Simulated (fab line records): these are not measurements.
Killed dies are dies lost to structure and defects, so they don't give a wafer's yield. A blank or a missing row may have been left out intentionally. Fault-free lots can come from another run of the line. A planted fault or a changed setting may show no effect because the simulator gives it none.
fab line records	flow gf180mcu
[record] lots = 15	wafers = 45	lastDay = 34
route steps=602 shown VT_IMPLANT@130 POLY_GATE@165
lots with no fault: from the same line, run without faults
startH: hours from the record's opening day to when the first of the lot's shown wafers began	waitH: how many hours have passed since the lot's step before this one	" unchanged from the row above	L1.1+2: several wafers, shown together as one row	- value missing, or start not given	* or withheld: withheld	< > ~ a bound
route shown NAME@n: NAME is a module with steps in the file, n the number in the route of the first one	usual: mean/standard deviation of fault-free wafers	same: alike in all rows	chamber/n: place in a boat	sites: each site's reading	_std_site: standard deviation across them	_edge_site: mean of outer sites minus mean of inner sites	radiusMm: for every site, how far away it sits from the centre of the wafer	mask NAME#n: copy n	behind: the most recent tool/chamber to have shaped the wafer	hold: why the lot was held/for how many hours/how that ended	device: whichever transistor did not switch (one of n, p or np)	end of line: the tests these same wafers got at the end of their route	a step given without rows: its recipe and nothing more	killed: the dies lost at the first sort to structure and to defects; this is not the yield of the wafer	map: dies across one wafer; x = killed, . = not, _ = none there
set.NAME: the setting as run; set.NAME@STEP: as run at that earlier step	model.NAME: the simulator's own value behind a step, which no gauge read
one table for each step of the route and one row for each wafer, over a sample of lots
services: when a tool's chamber went out of use (startH, in hours from the record's first day, below 0 if earlier), for how many hours, and the reason
[[steps]]
[step GF_VT_IMPLANT_OVL_MEAS_40]
[usual] VT_IMPLANT_03_OVL = 0.6/1.3
lot.wafer	tool	chamber	startH	waitH	VT_IMPLANT_03_OVL[nm]
L618.3	overlay-01	-	157.53	0.1	0.0
L618.4	"	-	"	"	1.6
L618.5	"	-	"	"	1.9
L620.2	overlay-02	-	174.23	0.1	1.9
L620.4	"	-	"	"	-0.2
L620.5	"	-	"	"	2.4
L621.2	overlay-02	-	180.87	0.1	0.1
L621.3	"	-	"	"	1.4
L621.5	"	-	"	"	0.9
L623.2	overlay-01	-	199.68	0.1	1.2
L623.5	"	-	"	"	-0.8
L623.6	"	-	"	"	2.6
L624.2	overlay-01	-	202.52	0.1	0.8
L624.3	"	-	"	"	1.6
L624.6	"	-	"	"	1.4
L625.2	overlay-02	-	206.87	0.1	1.2
L625.3	"	-	"	"	0.7
L625.6	"	-	"	"	0.8
L626.2	overlay-02	-	215.28	0.1	0.4
L626.5	"	-	"	"	0.0
L626.6	"	-	"	"	0.4
L627.1	overlay-01	-	221.92	0.1	1.2
L627.3	"	-	"	"	1.8
L627.6	"	-	"	"	-0.6
L633.1	overlay-02	-	259.92	0.1	0.4
L633.3	"	-	"	"	0.9
L633.6	"	-	"	"	0.9
L634.2	overlay-01	-	268.23	0.1	-0.1
L634.3	"	-	"	"	-0.3
L634.5	"	-	"	"	-0.9
L635.1	overlay-01	-	273.47	0.1	-0.4
L635.5	"	-	"	"	1.5
L635.6	"	-	"	"	0.7
L636.2	overlay-02	-	282.18	0.1	-0.7
L636.4	"	-	"	"	0.9
L636.6	"	-	"	"	0.9
L638.1	overlay-02	-	294.47	0.1	1.0
L638.4	"	-	"	"	-0.6
L638.5	"	-	"	"	1.0
L639.2	overlay-02	-	302.18	0.1	3.0
L639.3	"	-	"	"	3.6
L639.4	"	-	"	"	2.9
L640.2	overlay-01	-	308.98	0.1	3.3
L640.4	"	-	"	"	2.3
L640.5	"	-	"	"	3.0
[step GF_POLY_GATE_PEB_08]
[recipe] pebTempC = 135	pebTimeS = 90	resist = KrF
[usual] chillPlateTempC = 22.99/0.1	exhaustPa = 44.9/0.72	plateTempC = 135.00/0.12
lot.wafer	tool	chamber	startH	waitH	chillPlateTempC	exhaustPa	plateTempC
L618.3	lithoTrack-02	0	196.49	-	23.12	44.9	134.96
L618.4	"	0	"	"	23.06	45.3	135.03
L618.5	"	0	"	"	23.05	44.1	135.17
L620.2	lithoTrack-01	0	215.87	-	22.96	45.4	135.16
L620.4	"	0	"	"	22.75	44.3	135.06
L620.5	"	0	"	"	23.00	44.6	135.07
L621.2	lithoTrack-04	0	222.71	-	22.83	45.2	135.07
L621.3	"	0	"	"	23.03	45.6	134.98
L621.5	"	0	"	"	22.93	45.7	135.05
L623.2	lithoTrack-02	0	242.75	-	23.06	45.7	134.89
L623.5	"	0	"	"	23.03	44.9	134.80
L623.6	"	0	"	"	23.03	44.6	134.87
L624.2	lithoTrack-04	0	247.31	-	23.03	45.5	135.00
L624.3	"	0	"	"	22.93	45.2	134.98
L624.6	"	0	"	"	23.01	45.2	135.14
L625.2	lithoTrack-02	0	250.35	-	23.12	45.1	135.00
L625.3	"	0	"	"	22.97	45.5	134.88
L625.6	"	0	"	"	22.96	47.0	134.80
L626.2	lithoTrack-01	0	259.27	-	22.91	44.7	134.92
L626.5	"	0	"	"	22.81	44.2	135.00
L626.6	"	0	"	"	22.72	46.4	134.94
L627.1	lithoTrack-04	0	263.97	-	23.19	43.8	135.05
L627.3	"	0	"	"	23.22	44.7	134.83
L627.6	"	0	"	"	23.08	44.4	135.07
L633.1	lithoTrack-02	0	305.47	-	23.05	45.0	134.87
L633.3	"	0	"	"	23.17	44.5	135.11
L633.6	"	0	"	"	23.06	44.8	134.82
L634.2	lithoTrack-01	-	315.21	-	-	-	-
L634.3	"	-	"	"	-	-	-
L634.5	"	-	"	"	-	-	-
L635.1	lithoTrack-04	-	320.72	-	-	-	-
L635.5	"	-	"	"	-	-	-
L635.6	"	-	"	"	-	-	-
L636.2	lithoTrack-01	-	328.26	-	-	-	-
L636.4	"	-	"	"	-	-	-
L636.6	"	-	"	"	-	-	-
L638.1	lithoTrack-02	0	342.07	-	22.90	45.9	135.04
L638.4	"	0	"	"	23.04	44.3	135.02
L638.5	"	0	"	"	22.98	44.3	134.98
L639.2	lithoTrack-04	0	352.56	-	23.03	43.2	135.25
L639.3	"	0	"	"	23.14	46.1	135.17
L639.4	"	0	"	"	22.93	44.5	135.11
L640.2	lithoTrack-04	0	357.61	-	22.89	45.5	135.03
L640.4	"	0	"	"	23.08	45.3	135.03
L640.5	"	0	"	"	23.11	45.0	135.08
[step GF_POLY_GATE_OVL_MEAS_11]
[usual] POLY_GATE_OVL = -1/6.2
lot.wafer	tool	chamber	startH	waitH	POLY_GATE_OVL[nm]
L618.3	overlay-02	-	196.98	0.1	4
L618.4	"	-	"	"	-12
L618.5	"	-	"	"	5
L620.2	overlay-01	-	216.31	0.1	2
L620.4	"	-	"	"	9
L620.5	"	-	"	"	-6
L621.2	overlay-01	-	223.15	0.1	-14
L621.3	"	-	"	"	4
L621.5	"	-	"	"	-7
L623.2	overlay-02	-	243.20	0.1	-2
L623.5	"	-	"	"	-3
L623.6	"	-	"	"	0
L624.2	overlay-02	-	247.75	0.1	-1
L624.3	"	-	"	"	-7
L624.6	"	-	"	"	8
L625.2	overlay-02	-	250.80	0.1	3
L625.3	"	-	"	"	-2
L625.6	"	-	"	"	10
L626.2	overlay-02	-	259.71	0.1	2
L626.5	"	-	"	"	0
L626.6	"	-	"	"	-1
L627.1	overlay-01	-	264.44	0.1	-3
L627.3	"	-	"	"	3
L627.6	"	-	"	"	4
L633.1	overlay-02	-	305.94	0.1	-9
L633.3	"	-	"	"	-7
L633.6	"	-	"	"	2
L634.2	overlay-01	-	315.67	0.1	-
L634.3	"	-	"	"	-
L634.5	"	-	"	"	-
L635.1	overlay-02	-	321.19	0.1	-
L635.5	"	-	"	"	-
L635.6	"	-	"	"	-
L636.2	overlay-01	-	328.71	0.1	-
L636.4	"	-	"	"	-
L636.6	"	-	"	"	-
L638.1	overlay-02	-	342.54	0.1	9
L638.4	"	-	"	"	4
L638.5	"	-	"	"	9
L639.2	overlay-01	-	353.02	0.1	3
L639.3	"	-	"	"	2
L639.4	"	-	"	"	-5
L640.2	overlay-01	-	358.05	0.1	0
L640.4	"	-	"	"	-6
L640.5	"	-	"	"	-2
[step GF_POLY_GATE_ETCH_12]
[recipe] chemistry = N2/H2	targetDepthA = withheld	overetchA = withheld	timeS = withheld	target = BARC	ionEnergyEv = 200	sourceW = 500	biasW = 100	pressureMtorr = 30	n2FlowSccm = 100	h2FlowSccm = 200
[usual] drypumpMotorCurrentA = 5.8/0.41	oesProductAu = 0.736/0.0049	throttleValvePct = 13.214/0.0097
lot.wafer	tool	chamber	startH	waitH	drypumpMotorCurrentA	oesProductAu	throttleValvePct
L618.3	rieDiel-01	1	197.00	0.0	6.3	0.748	13.217
L618.4	"	2	"	"	6.2	0.740	13.223
L618.5	"	0	"	"	5.8	0.736	13.217
L620.2	rieDiel-04	2	216.34	0.0	5.8	0.735	13.225
L620.4	"	1	"	"	5.8	0.735	13.205
L620.5	"	1	"	"	5.8	0.743	13.204
L621.2	rieDiel-04	2	223.18	0.0	5.7	0.738	13.201
L621.3	"	1	"	"	5.8	0.741	13.209
L621.5	"	2	"	"	5.8	0.735	13.208
L623.2	rieDiel-03	1	243.23	0.0	5.7	0.731	13.221
L623.5	"	0	"	"	5.3	0.732	13.222
L623.6	"	3	"	"	4.7	0.730	13.192
L624.2	rieDiel-04	1	247.78	0.0	5.8	0.737	13.210
L624.3	"	3	"	"	5.3	0.731	13.219
L624.6	"	1	"	"	5.8	0.731	13.200
L625.2	rieDiel-01	0	250.83	0.0	5.8	0.734	13.226
L625.3	"	2	"	"	6.2	0.731	13.198
L625.6	"	0	"	"	5.8	0.737	13.213
L626.2	rieDiel-04	0	259.74	0.0	6.3	0.742	13.209
L626.5	"	3	"	"	5.3	0.742	13.221
L626.6	"	2	"	"	5.8	0.735	13.216
L627.1	rieDiel-01	2	264.48	0.0	6.2	0.743	13.206
L627.3	"	0	"	"	5.8	0.745	13.210
L627.6	"	1	"	"	6.3	0.740	13.213
L633.1	rieDiel-01	1	305.98	0.0	6.3	0.734	13.215
L633.3	"	3	"	"	6.0	0.734	13.211
L633.6	"	3	"	"	5.9	0.736	13.205
L634.2	rieDiel-01	3	315.70	0.0	6.0	0.738	13.231
L634.3	"	2	"	"	6.2	0.743	13.217
L634.5	"	1	"	"	6.3	0.737	13.219
L635.1	rieDiel-01	2	321.23	0.0	6.2	0.734	13.216
L635.5	"	0	"	"	5.8	0.740	13.226
L635.6	"	1	"	"	6.3	0.730	13.218
L636.2	rieDiel-04	1	328.74	0.0	5.8	0.741	13.202
L636.4	"	2	"	"	5.7	0.730	13.207
L636.6	"	3	"	"	5.3	0.737	13.220
L638.1	rieDiel-03	3	342.57	0.0	4.7	0.731	13.226
L638.4	"	1	"	"	5.7	0.737	13.219
L638.5	"	2	"	"	6.0	0.735	13.208
L639.2	rieDiel-03	2	353.05	0.0	6.0	0.731	13.225
L639.3	"	1	"	"	5.7	0.741	13.218
L639.4	"	0	"	"	5.3	0.731	13.241
L640.2	rieDiel-01	1	358.08	0.0	6.3	0.733	13.214
L640.4	"	0	"	"	5.8	0.738	13.214
L640.5	"	2	"	"	6.2	0.728	13.212
[[services]]
tool	chamber	startH	hours	kind
rieDiel-01	2	180.29	2.4	repair
rieDiel-03	-	193.52	0.6	repair
rieDiel-04	0	243.84	-	clean
rieDiel-04	0	243.84	14.1	scheduledDown
rieDiel-04	0	243.84	14.1	ventCycle
rieDiel-03	3	258.34	22.4	repair
rieDiel-04	0	263.63	18.3	repair
rieDiel-03	2	266.22	10.6	repair
rieDiel-04	1	273.05	5.9	repair
rieDiel-04	0	288.03	5.1	repair
rieDiel-03	0	290.77	4.1	repair
rieDiel-04	3	334.27	3.8	repair
[[key]]
[firstSign] step = GF_POLY_GATE_PEB_08	reading = toolRecord	direction = missing
effect none on later readings
metAt GF_POLY_GATE_PEB_08
struckLots L634,L635,L636
laterRowsLeftOut L634.2,L634.3,L634.5,L635.1,L635.5,L635.6,L636.2,L636.4,L636.6
sortLeftOut L634.2,L634.3,L634.5,L635.1,L635.5,L635.6,L636.2,L636.4,L636.6
testerLeftOut L634,L635,L636
notActingAt GF_VT_IMPLANT_OVL_MEAS_40,GF_POLY_GATE_OVL_MEAS_11,GF_POLY_GATE_ETCH_12
onsetBetween 263.97 315.21
[fault] kind = skippedStepWhole	tool = lithoTrack-01,lithoTrack-04	chamber = -	onsetH = 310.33	steps = GF_POLY_GATE_PEB_08	scope = struckLotsOnly
// testerLeftOut: of these lots the tester's yield and bins aren't shown, on N5 and GAA mostly nor the transistor test; their killed dies are dies lost to structure and defects alone, not to doping, threshold or leakage, so they don't give the yield
// sortLeftOut: the simulated sort isn't trusted on such a fault, so these wafers' sort isn't shown, and their yield isn't known
// laterRowsLeftOut: the simulator's readings of these wafers behind a module that went badly wrong aren't trusted and aren't shown, but for the sort
